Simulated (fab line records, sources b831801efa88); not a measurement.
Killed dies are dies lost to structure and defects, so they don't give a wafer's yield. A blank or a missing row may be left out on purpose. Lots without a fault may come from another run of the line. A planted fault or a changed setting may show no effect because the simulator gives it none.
A struck lot beside a sound one | flow sky130 | 31 steps out of a route of 708
Sound: wafers L506.1, L506.4, L506.6. Struck: wafers L505.3, L505.4, L505.6. The cause comes at the end.
At each step with rows: each side's tool, then ch and its chambers, then its first start. Under that, the readings that differ: sound wafers | struck wafers | difference of the means | sigmas: that difference in standard deviations of wafers without a fault.
alike: readings whose means differ by less than 2 such deviations, and words and numbers that are the same on both sides. not compared: withheld readings, readings that some wafer has no value for, bounds like >300 that may hide the same value, and numbers for which the record gives no deviation and whose values overlap.
The two part at a step that has a row with sigmas, a row that says differs or no value, or rows on one side only. Numbers that don't overlap but have no deviation are shown without sigmas and don't part them. A reading that every wafer of one side lacks parts them only if that side has two wafers or more.

first, 1 step without rows for these wafers: SKY_PWDE_IMPLANT_08.
SKY_PWDE_STRIP_09: strips in O2/N2.
  sound on plasma_asher-01 ch 0,1, day 9 06:13; struck on plasma_asher-04 ch 0,1, day 8 12:34
  alike: drypump_motor_current_A, oes_product_au, strip_time_to_endpoint_s
  not compared: rf_hours_counter_h
SKY_PWDE_TW_MEAS_10:
  sound on film_metro-04, day 9 06:19; struck on film_metro-04, day 8 12:39
  alike: PWDE_TW
then, 7 steps without rows for these wafers: SKY_NWELL_DEHYDRATE_03 (time 60 s); SKY_NWELL_HMDS_04 (prime time 60 s); SKY_NWELL_COAT_05 (resist thk 3000 nm); SKY_NWELL_SOFTBAKE_06; SKY_NWELL_EXPOSE_07 (exposes mask NWM, target cd 840 nm); SKY_NWELL_PEB_08; SKY_NWELL_DEVELOP_09 (develop time 60 s).
SKY_NWELL_OVL_MEAS_10:
  sound on overlay-01, day 10 04:05; struck on overlay-01, day 9 09:06
  reading           | sound       | struck         | difference | sigmas
  NWELL_00_OVL (nm) | 0.8 1.8 0.9 | -0.2 -0.6 -2.7 | -2.3       | -2
then, 1 step without rows for these wafers: SKY_NWELL_IMPLANT_11.
SKY_NWELL_IMPLANT_12:
  sound on implanter-04 ch 0, day 10 04:17; struck on implanter-01 ch 0, day 9 09:20
  reading            | sound                           | struck                           | difference  | sigmas
  dose_ions_cm2      | 1.3024e+12 1.3013e+12 1.298e+12 | 1.4667e+12 1.4655e+12 1.4648e+12 | +1.6510e+11 | +99 or more
  faraday_current_uA | 7.14 7.32 7.36                  | 7.98 8.11 8.27                   | +0.85       | +6
then, 1 step without rows for these wafers: SKY_NWELL_IMPLANT_13.
SKY_NWELL_STRIP_14: strips in O2/N2.
  sound on plasma_asher-01 ch 0,1, day 10 04:35; struck on plasma_asher-03 ch 0,1, day 9 09:37
  alike: drypump_motor_current_A, oes_product_au, strip_time_to_endpoint_s
  not compared: rf_hours_counter_h
SKY_NWELL_TW_MEAS_15:
  sound on film_metro-04, day 10 04:41; struck on film_metro-03, day 9 09:42
  reading  | sound          | struck         | difference | sigmas
  NWELL_TW | 1799 1800 1794 | 1857 1859 1853 | +59        | +2
then, 7 steps without rows for these wafers: SKY_NWELL_DEHYDRATE_16 (time 60 s); SKY_NWELL_HMDS_17 (prime time 60 s); SKY_NWELL_COAT_18 (resist thk 3000 nm); SKY_NWELL_SOFTBAKE_19; SKY_NWELL_EXPOSE_20 (exposes mask NWM COMPLEMENT, target cd 840 nm); SKY_NWELL_PEB_21; SKY_NWELL_DEVELOP_22 (develop time 60 s).
SKY_NWELL_OVL_MEAS_23:
  sound on overlay-01, day 11 02:40; struck on overlay-01, day 10 07:41
  reading           | sound       | struck         | difference | sigmas
  NWELL_01_OVL (nm) | 0.7 2.0 2.8 | -1.7 -0.8 -0.6 | -2.9       | -3
then, 1 step without rows for these wafers: SKY_NWELL_IMPLANT_24.
SKY_NWELL_STRIP_25: strips in O2/N2.
  sound on plasma_asher-03 ch 0,1, day 11 02:52; struck on plasma_asher-01 ch 0,1, day 10 07:54
  alike: drypump_motor_current_A, oes_product_au, strip_time_to_endpoint_s
  not compared: rf_hours_counter_h
SKY_NWELL_TW_MEAS_26:
  sound on film_metro-02, day 11 02:58; struck on film_metro-02, day 10 08:00
  alike: NWELL_2_TW
then, 1 step without rows for these wafers: SKY_NWELL_CLEAN_27 (cleans in SC1/SC2, time 150 s).
SKY_NWELL_RTA_28: time 30 s.
  sound on rtp_anneal-02 ch 0, day 11 03:04; struck on rtp_anneal-01 ch 0, day 10 08:08
  alike: lamp_power_pct, wafer_temp_C_max
SKY_NWELL_RS_MEAS_29: measures by four-point-probe.
  sound on film_metro-03, day 11 03:10; struck on film_metro-03, day 10 08:14
  reading           | sound             | struck            | difference | sigmas
  NWELL_RS (ohm/sq) | 618.8 618.9 617.2 | 613.1 614.2 613.6 | -4.7       | -4
-- the record jumps here: 40 days lie between the struck wafers' starts before and after (it left off in module NWELL and takes up again in module PAD_OPEN, whose first step shown is number 708 of the route) --
SKY_PAD_OPEN_PROBE_99:
  sound on prober-02, day 50 20:02; struck on prober-01, day 50 08:37
  reading                                   | sound                   | struck                  | difference | sigmas
  model.etest.pfet_g5v0d10v5.off_log10_a_um | -12.25 -12.43 -12.56    | -13.18 -13.19 -13.28    | -0.80      |
  model.etest.pfet_g5v0d10v5.vt_sat_v (V)   | -0.5827 -0.6221 -0.6233 | -0.6989 -0.7076 -0.7172 | -0.0985    |
  model.etest.pfet_16v.vt_v (V)             | -1.073 -1.069 -1.087    | -1.18 -1.159 -1.173     | -0.09      |
  model.etest.pfet_g5v0d10v5.vt_v (V)       | -0.7863 -0.8253 -0.8185 | -0.8773 -0.886 -0.8996  | -0.0776    |
  model.etest.pfet_g5v0d10v5.vt_long_v (V)  | -0.913 -0.9095 -0.9155  | -0.9949 -0.9737 -0.9857 | -0.0721    |
  model.etest.pfet_01v8_lvt.vt_sat_v (V)    | -0.4624 -0.4634 -0.464  | -0.5233 -0.5221 -0.5186 | -0.0581    |
  model.etest.pfet_01v8_lvt.vt_v (V)        | -0.5555 -0.5537 -0.5525 | -0.608 -0.6064 -0.601   | -0.051     |
  model.etest.pfet_01v8_lvt.vt_long_v (V)   | -0.6718 -0.6683 -0.671  | -0.7168 -0.7149 -0.7156 | -0.0454    |
  alike: killed_at_M0_to_M3, killed_at_M4_up, killed_at_contacts, killed_at_front_end, killed_at_other, killed_dies, killed_open, killed_short

WHERE THEY PART
First at SKY_NWELL_OVL_MEAS_10; last, within this record, at SKY_NWELL_RS_MEAS_29. Later steps at which nothing parts them and some readings are alike: SKY_PAD_OPEN_PROBE_99.

WHY: what the simulator had put in
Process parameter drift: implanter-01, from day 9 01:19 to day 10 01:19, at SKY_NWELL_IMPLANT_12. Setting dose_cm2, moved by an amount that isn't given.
